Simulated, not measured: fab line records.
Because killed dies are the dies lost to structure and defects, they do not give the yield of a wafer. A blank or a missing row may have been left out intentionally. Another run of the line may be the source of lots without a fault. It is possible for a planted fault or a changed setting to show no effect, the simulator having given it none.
2 desks looking at one fault	flow sky130	every desk sees just its own numbers, and what lay behind them comes last

== DESK OF THE TOOL OWNER: litho-track-03 ==
The tool's own readings at SKY_CONTACT_COAT_08 (resist thk 60 nm): means of the sampled wafers that have a number, for each lot that ran on this tool. Marked OUT: a lot whose mean sits more than 4 standard deviations from the usual mean, which makes it out of limits; the brackets give that distance.
Columns: A = exhaust-pa at SKY_CONTACT_COAT_08, usual 44.7 Pa; B = spin-speed-rpm at SKY_CONTACT_COAT_08, usual 2999.5 rpm
lot	first seen here	A	B
L276	day 32 16:47	44.6	2997.3
L279	day 33 09:46	45.0	3002.2
L280	day 33 14:44	44.6	3000.3
L282	day 34 08:13	44.2	3002.5
L290	day 36 11:11	44.3	2623.7 (-99 or more) OUT
L291	day 36 18:35	44.9	2623.2 (-99 or more) OUT
This desk's verdict: out of limits on L290, L291, starting with L290 at day 36 11:11 (spin-speed-rpm at SKY_CONTACT_COAT_08). L276, L279, L280, L282: within limits.

== THE METROLOGY DESK ==
What the gauges read, lot by lot, whatever tool the lot ran on: means of the sampled wafers that have a number. Marked OUT: a lot whose mean sits more than 4 standard deviations from the usual mean, which makes it out of limits; the brackets give that distance.
Columns: A = CONTACT_HDPCVD_THK at SKY_CONTACT_THK_MEAS_03, usual 564 nm
lot	first seen here	A
L273	day 31 06:35	566
L275	day 32 01:21	560
L276	day 32 02:56	567
L277	day 32 07:12	563
L279	day 32 20:19	571
L280	day 33 01:52	562
L282	day 33 19:35	571
L290	day 35 21:37	568
L291	day 36 05:54	563
L295	day 37 16:10	569
L296	day 37 19:16	568
Finding of this desk: none of the 11 lots has anything out of limits.

== PUT TOGETHER ==
The tool owner's desk could have raised an alarm at day 36 11:11, on L290, L291.
Nothing out of limits was seen by the metrology desk.
The metrology desk holds a record of L290, L291, inside its limits.
All the named lots went through SKY_CONTACT_COAT_08 on litho-track-03.

== WHAT HAD BEEN PUT IN BY THE SIMULATOR ==
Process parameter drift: litho-track-03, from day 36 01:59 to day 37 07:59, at SKY_CONTACT_COAT_08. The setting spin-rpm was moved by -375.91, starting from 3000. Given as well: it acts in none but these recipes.
Shown lots that were struck: L290, L291.
Delay in hours, fault start to first out-of-limits reading, by desk: the tool owner's desk at 9.
